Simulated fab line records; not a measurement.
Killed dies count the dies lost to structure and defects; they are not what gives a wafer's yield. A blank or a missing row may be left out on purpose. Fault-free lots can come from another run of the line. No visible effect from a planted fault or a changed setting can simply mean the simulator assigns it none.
Which of the tools did it? || flow sfq_line || 14 lots, 42 wafers sampled, at 6 steps of a route of 325

== WHAT EACH GAUGE READ, for each wafer ==
The record holds no reading of a measuring or inspecting step that can be judged against a usual standard deviation.

== TOOL THAT RAN EACH LOT (tool first, then ch and the chambers of the sampled wafers, then the start) ==
{"lot": "L326", "SFQ_TRILAYER_L0_STRIP_STRIP_009": "rie_metal-02 ch 0,1, day 4 13:29", "SFQ_TRILAYER_M0_BARC_OPEN_METAL_ETCH_031": "rie_metal-02 ch 0,1, day 12 13:11", "SFQ_TRILAYER_M0_ETCH_METAL_ETCH_024": "rie_metal-02 ch 0,1, day 12 13:16", "SFQ_TRILAYER_M0_STRIP_STRIP_025": "rie_metal-02 ch 0,1, day 12 13:32", "SFQ_TRILAYER_I0_VIA_LITHO_EXPOSE_032": "krf_scanner-01 ch 0, day 17 14:07", "SFQ_TRILAYER_M1_DEP_SPUTTER_037": "pvd_sputter-05, day 17 16:13"}
{"lot": "L327", "SFQ_TRILAYER_L0_STRIP_STRIP_009": "rie_metal-01 ch 0,1, day 4 20:41", "SFQ_TRILAYER_M0_BARC_OPEN_METAL_ETCH_031": "rie_metal-04 ch 0,1, day 13 01:11", "SFQ_TRILAYER_M0_ETCH_METAL_ETCH_024": "rie_metal-04 ch 0,1, day 13 01:16", "SFQ_TRILAYER_M0_STRIP_STRIP_025": "rie_metal-04 ch 0,1, day 13 01:32", "SFQ_TRILAYER_I0_VIA_LITHO_EXPOSE_032": "krf_scanner-02 ch 0, day 18 20:10", "SFQ_TRILAYER_M1_DEP_SPUTTER_037": "pvd_sputter-03, day 18 22:55"}
{"lot": "L329", "SFQ_TRILAYER_L0_STRIP_STRIP_009": "rie_metal-03 ch 0,1, day 5 07:36", "SFQ_TRILAYER_M0_BARC_OPEN_METAL_ETCH_031": "rie_metal-02 ch 0, day 13 14:24", "SFQ_TRILAYER_M0_ETCH_METAL_ETCH_024": "rie_metal-02 ch 0, day 13 14:34", "SFQ_TRILAYER_M0_STRIP_STRIP_025": "rie_metal-02 ch 0, day 13 15:08", "SFQ_TRILAYER_I0_VIA_LITHO_EXPOSE_032": "krf_scanner-02 ch 0, day 19 08:10", "SFQ_TRILAYER_M1_DEP_SPUTTER_037": "pvd_sputter-03, day 19 10:17"}
{"lot": "L330", "SFQ_TRILAYER_L0_STRIP_STRIP_009": "rie_metal-02 ch 0,1, day 5 15:48", "SFQ_TRILAYER_M0_BARC_OPEN_METAL_ETCH_031": "rie_metal-03 ch 0,1, day 14 02:10", "SFQ_TRILAYER_M0_ETCH_METAL_ETCH_024": "rie_metal-03 ch 0,1, day 14 02:14", "SFQ_TRILAYER_M0_STRIP_STRIP_025": "rie_metal-03 ch 0,1, day 14 02:21", "SFQ_TRILAYER_I0_VIA_LITHO_EXPOSE_032": "krf_scanner-02 ch 0, day 19 16:22", "SFQ_TRILAYER_M1_DEP_SPUTTER_037": "pvd_sputter-05, day 19 18:39"}
{"lot": "L332", "SFQ_TRILAYER_L0_STRIP_STRIP_009": "rie_metal-03 ch 0,1, day 6 03:48", "SFQ_TRILAYER_M0_BARC_OPEN_METAL_ETCH_031": "rie_metal-04 ch 0,1, day 14 20:10", "SFQ_TRILAYER_M0_ETCH_METAL_ETCH_024": "rie_metal-04 ch 0,1, day 14 20:14", "SFQ_TRILAYER_M0_STRIP_STRIP_025": "rie_metal-04 ch 0,1, day 14 20:21", "SFQ_TRILAYER_I0_VIA_LITHO_EXPOSE_032": "krf_scanner-01 ch 0, day 20 12:18", "SFQ_TRILAYER_M1_DEP_SPUTTER_037": "pvd_sputter-05, day 20 14:49"}
{"lot": "L335", "SFQ_TRILAYER_L0_STRIP_STRIP_009": "rie_metal-02 ch 0,1, day 6 22:19", "SFQ_TRILAYER_M0_BARC_OPEN_METAL_ETCH_031": "rie_metal-03 ch 0,1, day 15 16:57", "SFQ_TRILAYER_M0_ETCH_METAL_ETCH_024": "rie_metal-03 ch 0,1, day 15 17:01", "SFQ_TRILAYER_M0_STRIP_STRIP_025": "rie_metal-03 ch 0,1, day 15 17:08", "SFQ_TRILAYER_I0_VIA_LITHO_EXPOSE_032": "krf_scanner-01 ch 0, day 21 16:39", "SFQ_TRILAYER_M1_DEP_SPUTTER_037": "pvd_sputter-04, day 21 19:08"}
{"lot": "L336", "SFQ_TRILAYER_L0_STRIP_STRIP_009": "rie_metal-01 ch 0,1, day 7 05:31", "SFQ_TRILAYER_M0_BARC_OPEN_METAL_ETCH_031": "rie_metal-03 ch 0,1, day 16 00:09", "SFQ_TRILAYER_M0_ETCH_METAL_ETCH_024": "rie_metal-03 ch 0,1, day 16 00:13", "SFQ_TRILAYER_M0_STRIP_STRIP_025": "rie_metal-03 ch 0,1, day 16 00:20", "SFQ_TRILAYER_I0_VIA_LITHO_EXPOSE_032": "krf_scanner-01 ch 0, day 21 23:51", "SFQ_TRILAYER_M1_DEP_SPUTTER_037": "pvd_sputter-03, day 22 02:20"}
{"lot": "L337", "SFQ_TRILAYER_L0_STRIP_STRIP_009": "rie_metal-02 ch 0,1, day 7 09:19", "SFQ_TRILAYER_M0_BARC_OPEN_METAL_ETCH_031": "rie_metal-04 ch 0,1, day 16 02:34", "SFQ_TRILAYER_M0_ETCH_METAL_ETCH_024": "rie_metal-04 ch 0,1, day 16 02:39", "SFQ_TRILAYER_M0_STRIP_STRIP_025": "rie_metal-04 ch 0,1, day 16 02:56", "SFQ_TRILAYER_I0_VIA_LITHO_EXPOSE_032": "krf_scanner-01 ch 0, day 22 03:51", "SFQ_TRILAYER_M1_DEP_SPUTTER_037": "pvd_sputter-05, day 22 05:56"}
{"lot": "L339", "SFQ_TRILAYER_L0_STRIP_STRIP_009": "rie_metal-01 ch 1, day 7 23:31", "SFQ_TRILAYER_M0_BARC_OPEN_METAL_ETCH_031": "rie_metal-02 ch 0,1, day 17 05:39", "SFQ_TRILAYER_M0_ETCH_METAL_ETCH_024": "rie_metal-02 ch 0,1, day 17 05:43", "SFQ_TRILAYER_M0_STRIP_STRIP_025": "rie_metal-02 ch 0,1, day 17 05:50", "SFQ_TRILAYER_I0_VIA_LITHO_EXPOSE_032": "krf_scanner-01 ch 0, day 23 03:27", "SFQ_TRILAYER_M1_DEP_SPUTTER_037": "pvd_sputter-05, day 23 05:56"}
{"lot": "L340", "SFQ_TRILAYER_L0_STRIP_STRIP_009": "rie_metal-01 ch 0,1, day 8 07:55", "SFQ_TRILAYER_M0_BARC_OPEN_METAL_ETCH_031": "rie_metal-02 ch 1, day 17 10:27", "SFQ_TRILAYER_M0_ETCH_METAL_ETCH_024": "rie_metal-02 ch 1, day 17 10:31", "SFQ_TRILAYER_M0_STRIP_STRIP_025": "rie_metal-02 ch 1, day 17 10:38", "SFQ_TRILAYER_I0_VIA_LITHO_EXPOSE_032": "krf_scanner-01, day 23 09:39", "SFQ_TRILAYER_M1_DEP_SPUTTER_037": "pvd_sputter-03, day 23 11:56"}
{"lot": "L341", "SFQ_TRILAYER_L0_STRIP_STRIP_009": "rie_metal-01 ch 0, day 8 15:49", "SFQ_TRILAYER_M0_BARC_OPEN_METAL_ETCH_031": "rie_metal-04 ch 0,1, day 17 16:28", "SFQ_TRILAYER_M0_ETCH_METAL_ETCH_024": "rie_metal-04 ch 0,1, day 17 16:33", "SFQ_TRILAYER_M0_STRIP_STRIP_025": "rie_metal-04 ch 0,1, day 17 16:50", "SFQ_TRILAYER_I0_VIA_LITHO_EXPOSE_032": "krf_scanner-01, day 23 13:39", "SFQ_TRILAYER_M1_DEP_SPUTTER_037": "pvd_sputter-04, day 23 15:34"}
{"lot": "L342", "SFQ_TRILAYER_L0_STRIP_STRIP_009": "rie_metal-01 ch 0, day 9 00:49", "SFQ_TRILAYER_M0_BARC_OPEN_METAL_ETCH_031": "rie_metal-04 ch 0, day 18 10:29", "SFQ_TRILAYER_M0_ETCH_METAL_ETCH_024": "rie_metal-04 ch 0, day 18 10:33", "SFQ_TRILAYER_M0_STRIP_STRIP_025": "rie_metal-04 ch 0, day 18 10:41", "SFQ_TRILAYER_I0_VIA_LITHO_EXPOSE_032": "krf_scanner-01 ch 0, day 24 02:15", "SFQ_TRILAYER_M1_DEP_SPUTTER_037": "pvd_sputter-04, day 24 04:44"}
{"lot": "L347", "SFQ_TRILAYER_L0_STRIP_STRIP_009": "rie_metal-01 ch 0,1, day 10 04:54", "SFQ_TRILAYER_M0_BARC_OPEN_METAL_ETCH_031": "rie_metal-03 ch 0,1, day 20 03:03", "SFQ_TRILAYER_M0_ETCH_METAL_ETCH_024": "rie_metal-03 ch 0,1, day 20 03:08", "SFQ_TRILAYER_M0_STRIP_STRIP_025": "rie_metal-03 ch 0,1, day 20 03:25", "SFQ_TRILAYER_I0_VIA_LITHO_EXPOSE_032": "krf_scanner-02 ch 0, day 26 02:20", "SFQ_TRILAYER_M1_DEP_SPUTTER_037": "pvd_sputter-04, day 26 04:37"}
{"lot": "L348", "SFQ_TRILAYER_L0_STRIP_STRIP_009": "rie_metal-03 ch 1, day 10 10:42", "SFQ_TRILAYER_M0_BARC_OPEN_METAL_ETCH_031": "rie_metal-02 ch 0,1, day 20 11:26", "SFQ_TRILAYER_M0_ETCH_METAL_ETCH_024": "rie_metal-02 ch 0,1, day 20 11:29", "SFQ_TRILAYER_M0_STRIP_STRIP_025": "rie_metal-02 ch 0,1, day 20 11:37", "SFQ_TRILAYER_I0_VIA_LITHO_EXPOSE_032": "krf_scanner-02 ch 0, day 26 20:08", "SFQ_TRILAYER_M1_DEP_SPUTTER_037": "pvd_sputter-04, day 26 22:26"}
- SFQ_TRILAYER_L0_STRIP_STRIP_009: strips in O2.
- SFQ_TRILAYER_M0_BARC_OPEN_METAL_ETCH_031: etches BARC in O2, target depth 125 nm, time 41.7 s.
- SFQ_TRILAYER_M0_ETCH_METAL_ETCH_024: etches Nb in Cl2/Ar, stops on SiO2, target depth 240 nm, time 120 s.
- SFQ_TRILAYER_M0_STRIP_STRIP_025: strips in O2.
- SFQ_TRILAYER_I0_VIA_LITHO_EXPOSE_032: exposes mask I0, target cd 500 nm.
- SFQ_TRILAYER_M1_DEP_SPUTTER_037: material Nb, target thk 200 nm, time 133.3 s.

== WHAT THE TOOLS THEMSELVES READ (means of the sampled wafers that have a number; where no wafer has one, the mark that the record gives instead) ==
SFQ_TRILAYER_L0_STRIP_STRIP_009. Usual: drypump_motor_current_A 6.01 A, standard deviation 0.28; oes_product_au 0.998 a.u., standard deviation 0.012.
{"lot": "L326", "tool": "rie_metal-02", "drypump_motor_current_A (A)": 6.31, "oes_product_au (a.u.)": 1.009, "flag": ""}
{"lot": "L327", "tool": "rie_metal-01", "drypump_motor_current_A (A)": 5.76, "oes_product_au (a.u.)": 0.989, "flag": ""}
{"lot": "L329", "tool": "rie_metal-03", "drypump_motor_current_A (A)": 6.12, "oes_product_au (a.u.)": 0.994, "flag": ""}
{"lot": "L330", "tool": "rie_metal-02", "drypump_motor_current_A (A)": 6.27, "oes_product_au (a.u.)": 1.008, "flag": ""}
{"lot": "L332", "tool": "rie_metal-03", "drypump_motor_current_A (A)": 6.12, "oes_product_au (a.u.)": 0.998, "flag": ""}
{"lot": "L335", "tool": "rie_metal-02", "drypump_motor_current_A (A)": 6.31, "oes_product_au (a.u.)": 1.000, "flag": ""}
{"lot": "L336", "tool": "rie_metal-01", "drypump_motor_current_A (A)": 5.74, "oes_product_au (a.u.)": 0.996, "flag": ""}
{"lot": "L337", "tool": "rie_metal-02", "drypump_motor_current_A (A)": 6.29, "oes_product_au (a.u.)": 1.008, "flag": ""}
{"lot": "L339", "tool": "rie_metal-01", "drypump_motor_current_A (A)": 5.82, "oes_product_au (a.u.)": 0.987, "flag": ""}
{"lot": "L340", "tool": "rie_metal-01", "drypump_motor_current_A (A)": 5.74, "oes_product_au (a.u.)": 0.996, "flag": ""}
{"lot": "L341", "tool": "rie_metal-01", "drypump_motor_current_A (A)": 5.71, "oes_product_au (a.u.)": 1.000, "flag": ""}
{"lot": "L342", "tool": "rie_metal-01", "drypump_motor_current_A (A)": 5.71, "oes_product_au (a.u.)": 1.004, "flag": ""}
{"lot": "L347", "tool": "rie_metal-01", "drypump_motor_current_A (A)": 5.79, "oes_product_au (a.u.)": 0.991, "flag": ""}
{"lot": "L348", "tool": "rie_metal-03", "drypump_motor_current_A (A)": 6.32, "oes_product_au (a.u.)": 1.010, "flag": ""}

SFQ_TRILAYER_M0_BARC_OPEN_METAL_ETCH_031. Usual: bias_w 79.96 W, standard deviation 0.21; chamber_pressure_mTorr 9.999 mTorr, standard deviation 0.0091; drypump_motor_current_A 6.0 A, standard deviation 0.4; oes_product_au 0.685 a.u., standard deviation 0.0046.
{"lot": "L326", "tool": "rie_metal-02", "bias_w (W)": 80.00, "chamber_pressure_mTorr (mTorr)": 9.993, "drypump_motor_current_A (A)": 6.3, "oes_product_au (a.u.)": 0.685, "flag": ""}
{"lot": "L327", "tool": "rie_metal-04", "bias_w (W)": 80.11, "chamber_pressure_mTorr (mTorr)": 9.994, "drypump_motor_current_A (A)": 5.4, "oes_product_au (a.u.)": 0.686, "flag": ""}
{"lot": "L329", "tool": "rie_metal-02", "bias_w (W)": 80.23, "chamber_pressure_mTorr (mTorr)": 10.003, "drypump_motor_current_A (A)": 6.4, "oes_product_au (a.u.)": 0.688, "flag": ""}
{"lot": "L330", "tool": "rie_metal-03", "bias_w (W)": 79.88, "chamber_pressure_mTorr (mTorr)": 9.994, "drypump_motor_current_A (A)": 6.1, "oes_product_au (a.u.)": 0.686, "flag": ""}
{"lot": "L332", "tool": "rie_metal-04", "bias_w (W)": 79.76, "chamber_pressure_mTorr (mTorr)": 10.006, "drypump_motor_current_A (A)": 5.4, "oes_product_au (a.u.)": 0.683, "flag": ""}
{"lot": "L335", "tool": "rie_metal-03", "bias_w (W)": 80.03, "chamber_pressure_mTorr (mTorr)": 9.995, "drypump_motor_current_A (A)": 5.9, "oes_product_au (a.u.)": 0.683, "flag": ""}
{"lot": "L336", "tool": "rie_metal-03", "bias_w (W)": 80.02, "chamber_pressure_mTorr (mTorr)": 10.000, "drypump_motor_current_A (A)": 5.9, "oes_product_au (a.u.)": 0.689, "flag": ""}
{"lot": "L337", "tool": "rie_metal-04", "bias_w (W)": 79.79, "chamber_pressure_mTorr (mTorr)": 10.001, "drypump_motor_current_A (A)": 5.6, "oes_product_au (a.u.)": 0.689, "flag": ""}
{"lot": "L339", "tool": "rie_metal-02", "bias_w (W)": 80.24, "chamber_pressure_mTorr (mTorr)": 9.999, "drypump_motor_current_A (A)": 6.3, "oes_product_au (a.u.)": 0.687, "flag": ""}
{"lot": "L340", "tool": "rie_metal-02", "bias_w (W)": "-", "chamber_pressure_mTorr (mTorr)": "-", "drypump_motor_current_A (A)": "-", "oes_product_au (a.u.)": "-", "flag": "OFF"}
{"lot": "L341", "tool": "rie_metal-04", "bias_w (W)": "-", "chamber_pressure_mTorr (mTorr)": "-", "drypump_motor_current_A (A)": "-", "oes_product_au (a.u.)": "-", "flag": "OFF"}
{"lot": "L342", "tool": "rie_metal-04", "bias_w (W)": 79.88, "chamber_pressure_mTorr (mTorr)": 9.998, "drypump_motor_current_A (A)": 5.3, "oes_product_au (a.u.)": 0.684, "flag": ""}
{"lot": "L347", "tool": "rie_metal-03", "bias_w (W)": 80.20, "chamber_pressure_mTorr (mTorr)": 10.010, "drypump_motor_current_A (A)": 5.9, "oes_product_au (a.u.)": 0.680, "flag": ""}
{"lot": "L348", "tool": "rie_metal-02", "bias_w (W)": 79.76, "chamber_pressure_mTorr (mTorr)": 9.998, "drypump_motor_current_A (A)": 6.3, "oes_product_au (a.u.)": 0.686, "flag": ""}

SFQ_TRILAYER_M0_ETCH_METAL_ETCH_024. Usual: bias_w 80.00 W, standard deviation 0.25; chamber_pressure_mTorr 10.001 mTorr, standard deviation 0.0085; drypump_motor_current_A 6.0 A, standard deviation 0.4; oes_product_au 0.894 a.u., standard deviation 0.0069.
{"lot": "L326", "tool": "rie_metal-02", "bias_w (W)": 80.25, "chamber_pressure_mTorr (mTorr)": 9.998, "drypump_motor_current_A (A)": 6.3, "oes_product_au (a.u.)": 0.892, "flag": ""}
{"lot": "L327", "tool": "rie_metal-04", "bias_w (W)": 80.29, "chamber_pressure_mTorr (mTorr)": 9.999, "drypump_motor_current_A (A)": 5.5, "oes_product_au (a.u.)": 0.890, "flag": ""}
{"lot": "L329", "tool": "rie_metal-02", "bias_w (W)": 79.89, "chamber_pressure_mTorr (mTorr)": 10.004, "drypump_motor_current_A (A)": 6.4, "oes_product_au (a.u.)": 0.899, "flag": ""}
{"lot": "L330", "tool": "rie_metal-03", "bias_w (W)": 80.18, "chamber_pressure_mTorr (mTorr)": 10.002, "drypump_motor_current_A (A)": 6.1, "oes_product_au (a.u.)": 0.894, "flag": ""}
{"lot": "L332", "tool": "rie_metal-04", "bias_w (W)": 79.92, "chamber_pressure_mTorr (mTorr)": 9.995, "drypump_motor_current_A (A)": 5.5, "oes_product_au (a.u.)": 0.894, "flag": ""}
{"lot": "L335", "tool": "rie_metal-03", "bias_w (W)": 80.09, "chamber_pressure_mTorr (mTorr)": 10.002, "drypump_motor_current_A (A)": 5.9, "oes_product_au (a.u.)": 0.893, "flag": ""}
{"lot": "L336", "tool": "rie_metal-03", "bias_w (W)": 80.16, "chamber_pressure_mTorr (mTorr)": 10.005, "drypump_motor_current_A (A)": 5.9, "oes_product_au (a.u.)": 0.889, "flag": ""}
{"lot": "L337", "tool": "rie_metal-04", "bias_w (W)": 80.03, "chamber_pressure_mTorr (mTorr)": 9.995, "drypump_motor_current_A (A)": 5.7, "oes_product_au (a.u.)": 0.889, "flag": ""}
{"lot": "L339", "tool": "rie_metal-02", "bias_w (W)": 80.03, "chamber_pressure_mTorr (mTorr)": 10.005, "drypump_motor_current_A (A)": 6.3, "oes_product_au (a.u.)": 0.890, "flag": ""}
{"lot": "L340", "tool": "rie_metal-02", "bias_w (W)": 80.06, "chamber_pressure_mTorr (mTorr)": 9.993, "drypump_motor_current_A (A)": 6.2, "oes_product_au (a.u.)": 0.375, "flag": "OFF"}
{"lot": "L341", "tool": "rie_metal-04", "bias_w (W)": 79.87, "chamber_pressure_mTorr (mTorr)": 9.990, "drypump_motor_current_A (A)": 5.4, "oes_product_au (a.u.)": 0.373, "flag": "OFF"}
{"lot": "L342", "tool": "rie_metal-04", "bias_w (W)": 80.12, "chamber_pressure_mTorr (mTorr)": 10.002, "drypump_motor_current_A (A)": 5.3, "oes_product_au (a.u.)": 0.901, "flag": ""}
{"lot": "L347", "tool": "rie_metal-03", "bias_w (W)": 79.72, "chamber_pressure_mTorr (mTorr)": 10.001, "drypump_motor_current_A (A)": 5.9, "oes_product_au (a.u.)": 0.890, "flag": ""}
{"lot": "L348", "tool": "rie_metal-02", "bias_w (W)": 79.87, "chamber_pressure_mTorr (mTorr)": 9.998, "drypump_motor_current_A (A)": 6.3, "oes_product_au (a.u.)": 0.892, "flag": ""}

SFQ_TRILAYER_M0_STRIP_STRIP_025. Usual: drypump_motor_current_A 6.0 A, standard deviation 0.4; oes_product_au 1.002 a.u., standard deviation 0.0078.
{"lot": "L326", "tool": "rie_metal-02", "drypump_motor_current_A (A)": 6.3, "oes_product_au (a.u.)": 1.010, "flag": ""}
{"lot": "L327", "tool": "rie_metal-04", "drypump_motor_current_A (A)": 5.5, "oes_product_au (a.u.)": 1.005, "flag": ""}
{"lot": "L329", "tool": "rie_metal-02", "drypump_motor_current_A (A)": 6.4, "oes_product_au (a.u.)": 1.000, "flag": ""}
{"lot": "L330", "tool": "rie_metal-03", "drypump_motor_current_A (A)": 6.1, "oes_product_au (a.u.)": 0.997, "flag": ""}
{"lot": "L332", "tool": "rie_metal-04", "drypump_motor_current_A (A)": 5.5, "oes_product_au (a.u.)": 0.994, "flag": ""}
{"lot": "L335", "tool": "rie_metal-03", "drypump_motor_current_A (A)": 5.9, "oes_product_au (a.u.)": 1.003, "flag": ""}
{"lot": "L336", "tool": "rie_metal-03", "drypump_motor_current_A (A)": 5.9, "oes_product_au (a.u.)": 1.007, "flag": ""}
{"lot": "L337", "tool": "rie_metal-04", "drypump_motor_current_A (A)": 5.6, "oes_product_au (a.u.)": 1.000, "flag": ""}
{"lot": "L339", "tool": "rie_metal-02", "drypump_motor_current_A (A)": 6.3, "oes_product_au (a.u.)": 0.997, "flag": ""}
{"lot": "L340", "tool": "rie_metal-02", "drypump_motor_current_A (A)": 6.2, "oes_product_au (a.u.)": 1.008, "flag": ""}
{"lot": "L341", "tool": "rie_metal-04", "drypump_motor_current_A (A)": 5.5, "oes_product_au (a.u.)": 1.002, "flag": ""}
{"lot": "L342", "tool": "rie_metal-04", "drypump_motor_current_A (A)": 5.3, "oes_product_au (a.u.)": 0.999, "flag": ""}
{"lot": "L347", "tool": "rie_metal-03", "drypump_motor_current_A (A)": 5.9, "oes_product_au (a.u.)": 0.994, "flag": ""}
{"lot": "L348", "tool": "rie_metal-02", "drypump_motor_current_A (A)": 6.3, "oes_product_au (a.u.)": 1.006, "flag": ""}

SFQ_TRILAYER_I0_VIA_LITHO_EXPOSE_032. Usual: exposure_dose_mJ_cm2 21.307, standard deviation 0.022; focus_offset_nm 0.0 nm, standard deviation 0.54; reticle_temp_C 22.99 C, standard deviation 0.11.
{"lot": "L326", "tool": "krf_scanner-01", "exposure_dose_mJ_cm2": 21.265, "focus_offset_nm (nm)": 0.3, "reticle_temp_C (C)": 22.92, "flag": ""}
{"lot": "L327", "tool": "krf_scanner-02", "exposure_dose_mJ_cm2": 21.308, "focus_offset_nm (nm)": 0.1, "reticle_temp_C (C)": 23.01, "flag": ""}
{"lot": "L329", "tool": "krf_scanner-02", "exposure_dose_mJ_cm2": 21.302, "focus_offset_nm (nm)": 0.2, "reticle_temp_C (C)": 23.04, "flag": ""}
{"lot": "L330", "tool": "krf_scanner-02", "exposure_dose_mJ_cm2": 21.307, "focus_offset_nm (nm)": -0.4, "reticle_temp_C (C)": 23.16, "flag": ""}
{"lot": "L332", "tool": "krf_scanner-01", "exposure_dose_mJ_cm2": 21.310, "focus_offset_nm (nm)": 0.2, "reticle_temp_C (C)": 23.03, "flag": ""}
{"lot": "L335", "tool": "krf_scanner-01", "exposure_dose_mJ_cm2": 21.306, "focus_offset_nm (nm)": 0.2, "reticle_temp_C (C)": 22.86, "flag": ""}
{"lot": "L336", "tool": "krf_scanner-01", "exposure_dose_mJ_cm2": 21.320, "focus_offset_nm (nm)": -0.9, "reticle_temp_C (C)": 23.02, "flag": ""}
{"lot": "L337", "tool": "krf_scanner-01", "exposure_dose_mJ_cm2": 21.306, "focus_offset_nm (nm)": -0.8, "reticle_temp_C (C)": 23.06, "flag": ""}
{"lot": "L339", "tool": "krf_scanner-01", "exposure_dose_mJ_cm2": 21.292, "focus_offset_nm (nm)": -0.1, "reticle_temp_C (C)": 22.98, "flag": ""}
{"lot": "L340", "tool": "krf_scanner-01", "exposure_dose_mJ_cm2": "-", "focus_offset_nm (nm)": "-", "reticle_temp_C (C)": "-", "flag": "OFF"}
{"lot": "L341", "tool": "krf_scanner-01", "exposure_dose_mJ_cm2": "-", "focus_offset_nm (nm)": "-", "reticle_temp_C (C)": "-", "flag": "OFF"}
{"lot": "L342", "tool": "krf_scanner-01", "exposure_dose_mJ_cm2": 21.348, "focus_offset_nm (nm)": 0.2, "reticle_temp_C (C)": 22.85, "flag": ""}
{"lot": "L347", "tool": "krf_scanner-02", "exposure_dose_mJ_cm2": 21.343, "focus_offset_nm (nm)": -0.2, "reticle_temp_C (C)": 22.96, "flag": ""}
{"lot": "L348", "tool": "krf_scanner-02", "exposure_dose_mJ_cm2": 21.319, "focus_offset_nm (nm)": -0.6, "reticle_temp_C (C)": 23.04, "flag": ""}

SFQ_TRILAYER_M1_DEP_SPUTTER_037. Usual: substrate_temp_c 20.01 C, standard deviation 0.11; throttle_valve_pct 30.1 %, standard deviation 0.64.
{"lot": "L326", "tool": "pvd_sputter-05", "substrate_temp_c (C)": 19.99, "throttle_valve_pct (%)": 30.2, "flag": ""}
{"lot": "L327", "tool": "pvd_sputter-03", "substrate_temp_c (C)": 19.98, "throttle_valve_pct (%)": 30.0, "flag": ""}
{"lot": "L329", "tool": "pvd_sputter-03", "substrate_temp_c (C)": 19.97, "throttle_valve_pct (%)": 30.1, "flag": ""}
{"lot": "L330", "tool": "pvd_sputter-05", "substrate_temp_c (C)": 19.98, "throttle_valve_pct (%)": 30.5, "flag": ""}
{"lot": "L332", "tool": "pvd_sputter-05", "substrate_temp_c (C)": 20.06, "throttle_valve_pct (%)": 30.8, "flag": ""}
{"lot": "L335", "tool": "pvd_sputter-04", "substrate_temp_c (C)": 19.94, "throttle_valve_pct (%)": 29.8, "flag": ""}
{"lot": "L336", "tool": "pvd_sputter-03", "substrate_temp_c (C)": 20.06, "throttle_valve_pct (%)": 30.2, "flag": ""}
{"lot": "L337", "tool": "pvd_sputter-05", "substrate_temp_c (C)": 19.91, "throttle_valve_pct (%)": 30.9, "flag": ""}
{"lot": "L339", "tool": "pvd_sputter-05", "substrate_temp_c (C)": 19.96, "throttle_valve_pct (%)": 30.1, "flag": ""}
{"lot": "L340", "tool": "pvd_sputter-03", "substrate_temp_c (C)": 20.01, "throttle_valve_pct (%)": 30.1, "flag": ""}
{"lot": "L341", "tool": "pvd_sputter-04", "substrate_temp_c (C)": 20.02, "throttle_valve_pct (%)": 30.5, "flag": ""}
{"lot": "L342", "tool": "pvd_sputter-04", "substrate_temp_c (C)": 20.08, "throttle_valve_pct (%)": 29.9, "flag": ""}
{"lot": "L347", "tool": "pvd_sputter-04", "substrate_temp_c (C)": 20.06, "throttle_valve_pct (%)": 29.1, "flag": ""}
{"lot": "L348", "tool": "pvd_sputter-04", "substrate_temp_c (C)": 20.10, "throttle_valve_pct (%)": 30.5, "flag": ""}

== THE ANSWER, worked out from the rows above alone ==
Rule: a lot counts as off when the mean over its wafers that have a number is more than 3 standard deviations away from the usual mean. Also off: a lot with no number at a reading for which 4 or more lots have one. The other lots that the step has rows for count as sound. Order of review: gauges by route order, followed by the tools' own readings, for which a lot's mean as printed above is used. At the first step where some lot is off, the reading lying furthest off is the one used; lots without a number count as furthest.
Off: L340, L341 (SFQ_TRILAYER_M0_BARC_OPEN_METAL_ETCH_031, bias_w). Without a number there: L340, L341.
A tool fits if, at that step or a process step before it, it ran every lot that is off, and no sound lot after the first of them. None of those tried fits.

== WHAT THE SIMULATOR PUT IN ==
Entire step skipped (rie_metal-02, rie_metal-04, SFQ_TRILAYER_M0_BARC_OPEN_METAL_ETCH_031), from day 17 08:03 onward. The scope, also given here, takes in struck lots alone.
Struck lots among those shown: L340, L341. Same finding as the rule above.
